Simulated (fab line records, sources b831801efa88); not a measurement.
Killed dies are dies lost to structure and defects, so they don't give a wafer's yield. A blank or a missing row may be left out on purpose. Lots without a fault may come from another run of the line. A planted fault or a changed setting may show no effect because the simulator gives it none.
Which tool did it? | flow sky130 | 12 lots, 36 wafers sampled, at 5 steps of a route of 708

WHAT THE GAUGES READ, wafer by wafer
The record holds no reading of a measuring or inspecting step that can be judged against a usual standard deviation.

WHICH TOOL RAN EACH LOT (tool, then ch and the chambers of the sampled wafers, then the start)
lot  | SKY_VIA2_CMP_24               | SKY_METAL3_SPUTTER_00        | SKY_CAPM_SPUTTER_02          | SKY_METAL3_COAT_07                | SKY_PAD_OPEN_PROBE_99
L997 | cmp-02 ch 0,2,3, day 36 18:48 | pvd_sputter-02, day 36 19:03 | pvd_sputter-04, day 36 19:17 | litho_track-02 ch 0, day 38 10:29 | -
L998 | cmp-02 ch 1,2,3, day 37 03:22 | pvd_sputter-03, day 37 03:40 | pvd_sputter-02, day 37 03:54 | litho_track-04 ch 0, day 38 17:33 | -
L999 | cmp-02 ch 0,1,3, day 37 13:08 | pvd_sputter-03, day 37 13:23 | pvd_sputter-02, day 37 13:37 | litho_track-03 ch 0, day 39 04:02 | -
L100 | cmp-02 ch 0,2,3, day 38 02:53 | pvd_sputter-02, day 38 03:05 | pvd_sputter-04, day 38 03:19 | litho_track-03 ch 0, day 39 17:47 | prober-01, day 47 09:10
L101 | cmp-02 ch 0,2, day 38 11:50   | pvd_sputter-03, day 38 12:05 | pvd_sputter-01, day 38 12:19 | litho_track-03 ch 0, day 40 02:17 | -
L103 | cmp-02 ch 0,2,3, day 38 17:36 | pvd_sputter-01, day 38 17:54 | pvd_sputter-02, day 38 18:08 | litho_track-02 ch 0, day 40 07:41 | -
L104 | cmp-01 ch 1,3, day 39 05:56   | pvd_sputter-03, day 39 06:14 | pvd_sputter-02, day 39 06:29 | litho_track-04 ch 0, day 40 19:11 | prober-01, day 48 04:31
L105 | cmp-01 ch 0,2,3, day 39 09:39 | pvd_sputter-01, day 39 09:57 | pvd_sputter-04, day 39 10:14 | litho_track-02 ch 0, day 40 23:37 | -
L115 | cmp-02 ch 0,1,3, day 42 05:24 | pvd_sputter-03, day 42 05:42 | pvd_sputter-04, day 42 06:05 | litho_track-02 ch 0, day 43 18:02 | prober-02, day 50 12:19
L118 | cmp-01 ch 1,2, day 43 02:38   | pvd_sputter-01, day 43 02:56 | pvd_sputter-04, day 43 03:11 | litho_track-02 ch 0, day 44 13:26 | prober-01, day 51 00:48
L119 | cmp-01 ch 0,1,3, day 43 07:19 | pvd_sputter-01, day 43 07:28 | pvd_sputter-04, day 43 07:43 | litho_track-04 ch 0, day 44 18:23 | -
L120 | cmp-02 ch 0,1,2, day 43 07:28 | pvd_sputter-03, day 43 07:46 | pvd_sputter-01, day 43 08:01 | litho_track-03 ch 0, day 44 18:53 | -
- SKY_VIA2_CMP_24: polishes, stops on SiO2, t overpolish 20 s, target thk 0 nm.
- SKY_METAL3_SPUTTER_00: material Ti, target thk 15 nm, time 10 s.
- SKY_CAPM_SPUTTER_02: material TiN, target thk 200 nm, time 161.7 s.
- SKY_METAL3_COAT_07: resist thk 60 nm.
- SKY_PAD_OPEN_PROBE_99

WHAT THE TOOLS THEMSELVES READ (means of the sampled wafers that have a number; where no wafer has one, the mark that the record gives instead)
SKY_VIA2_CMP_24.
lot  | tool   | motor_current_A (A) | overpolish_run_s (s) | time_to_endpoint_s (s)
L997 | cmp-02 | 12.8                | 20.002               | 97
L998 | cmp-02 | 12.3                | 20.011               | 103
L999 | cmp-02 | 11.2                | 19.999               | 101
L100 | cmp-02 | 12.7                | 19.997               | 93
L101 | cmp-02 | 11.8                | 20.006               | 92
L103 | cmp-02 | 12.9                | 20.012               | 96
L104 | cmp-01 | 9.9                 | 20.000               | 103
L105 | cmp-01 | 11.0                | 20.009               | 108
L115 | cmp-02 | 10.7                | 19.993               | 104
L118 | cmp-01 | 11.3                | 20.003               | 109
L119 | cmp-01 | 10.4                | 20.000               | 104
L120 | cmp-02 | 11.6                | 19.994               | 96

SKY_METAL3_SPUTTER_00.
lot  | tool           | throttle_valve_pct (%)
L997 | pvd_sputter-02 | 30.4
L998 | pvd_sputter-03 | 29.9
L999 | pvd_sputter-03 | 30.1
L100 | pvd_sputter-02 | 30.5
L101 | pvd_sputter-03 | 29.2
L103 | pvd_sputter-01 | 29.8
L104 | pvd_sputter-03 | 29.8
L105 | pvd_sputter-01 | 30.3
L115 | pvd_sputter-03 | 29.6
L118 | pvd_sputter-01 | 28.8
L119 | pvd_sputter-01 | 28.8
L120 | pvd_sputter-03 | 30.0

SKY_CAPM_SPUTTER_02.
lot  | tool           | throttle_valve_pct (%)
L997 | pvd_sputter-04 | 29.4
L998 | pvd_sputter-02 | 30.5
L999 | pvd_sputter-02 | 30.3
L100 | pvd_sputter-04 | 29.5
L101 | pvd_sputter-01 | 28.6
L103 | pvd_sputter-02 | 30.5
L104 | pvd_sputter-02 | 30.4
L105 | pvd_sputter-04 | 29.4
L115 | pvd_sputter-04 | 29.4
L118 | pvd_sputter-04 | 29.2
L119 | pvd_sputter-04 | 29.1
L120 | pvd_sputter-01 | 28.6

SKY_METAL3_COAT_07.
lot  | tool           | spin_speed_rpm (rpm)
L997 | litho_track-02 | 3002.9
L998 | litho_track-04 | 3001.8
L999 | litho_track-03 | 3000.6
L100 | litho_track-03 | 2997.0
L101 | litho_track-03 | 3000.9
L103 | litho_track-02 | 2998.4
L104 | litho_track-04 | 3002.5
L105 | litho_track-02 | 2997.1
L115 | litho_track-02 | 3122.9
L118 | litho_track-02 | 3124.7
L119 | litho_track-04 | 3000.8
L120 | litho_track-03 | 3000.3

SKY_PAD_OPEN_PROBE_99.
lot  | tool      | defect_limited_yield (%) | killed_at_M0_to_M3 | killed_at_M4_up | killed_at_contacts | killed_at_front_end | killed_at_other | killed_dies | killed_open | killed_short | sort_bin_3_pad_short (%) | sort_bin_5_function (%) | sort_bin_6_memory (%) | sort_n_pass | sort_yield_pct (%)
L100 | prober-01 | 81.9                     | 40                 | 3.7             | 25                 | 20                  | 0.0             | 89          | 49          | 40           | 0.9                      | 10.3                    | 6.8                   | 403         | 81.9
L104 | prober-01 | 80.4                     | 47                 | 2.7             | 23                 | 23                  | 0.7             | 97          | 46          | 49           | 1.4                      | 11.6                    | 6.6                   | 395         | 80.4
L115 | prober-02 | 81.6                     | 50                 | 2.7             | 24                 | 14                  | 0.3             | 90          | 44          | 46           | 1.7                      | 10.2                    | 6.5                   | 402         | 81.6
L118 | prober-01 | 81.3                     | 51                 | 4.7             | 24                 | 12                  | 0.0             | 92          | 51          | 41           | 0.7                      | 10.5                    | 7.5                   | 400         | 81.3

THE ANSWER, worked out from the rows above alone
Rule: what is usual is taken from the lots themselves. Put in order of their means at a reading, lots are off if they are a third of the lots or fewer, leave a main group of 4 or more, and stand apart from it by a gap of 3 or more times the standard deviation of the main group's means; of several such gaps the widest counts. A main group whose means are all the same, to the digits that the tables above print for the reading, isn't used. A lot without any number at a reading at which 4 lots or more have one is off too. The other lots that the step has rows for count as sound. The gauges are gone through in route order, then the tools' own readings, and for those a lot's mean is taken as printed above. The first step at which some lot is off is used, and at that step the reading that is off furthest; a lot without a number counts as furthest.
Off: L115, L118, at SKY_METAL3_COAT_07 (spin_speed_rpm). The main group: mean 3000.2 rpm, standard deviation 2.
A tool fits if, at that step or a process step before it, it ran every lot that is off, and no sound lot after the first of them. One fits: litho_track-02 at SKY_METAL3_COAT_07. Its last sound lot is L105 (day 40 23:37), its first lot that is off L115 (day 43 18:02): a fault that began between those two fits.
The tool's own readings at SKY_METAL3_COAT_07 bear it out: on the lots that are off they differ by more than 5 times the standard deviation of the sound lots' means. spin_speed_rpm reads 3123.8 rpm there against 3000.2 rpm on the sound lots.

WHAT THE SIMULATOR HAD PUT IN
Process parameter drift: litho_track-02, from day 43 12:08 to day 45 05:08, at SKY_METAL3_COAT_07. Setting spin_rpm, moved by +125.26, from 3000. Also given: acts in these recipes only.
Lots struck among those shown: L115, L118. The rule above found the same.
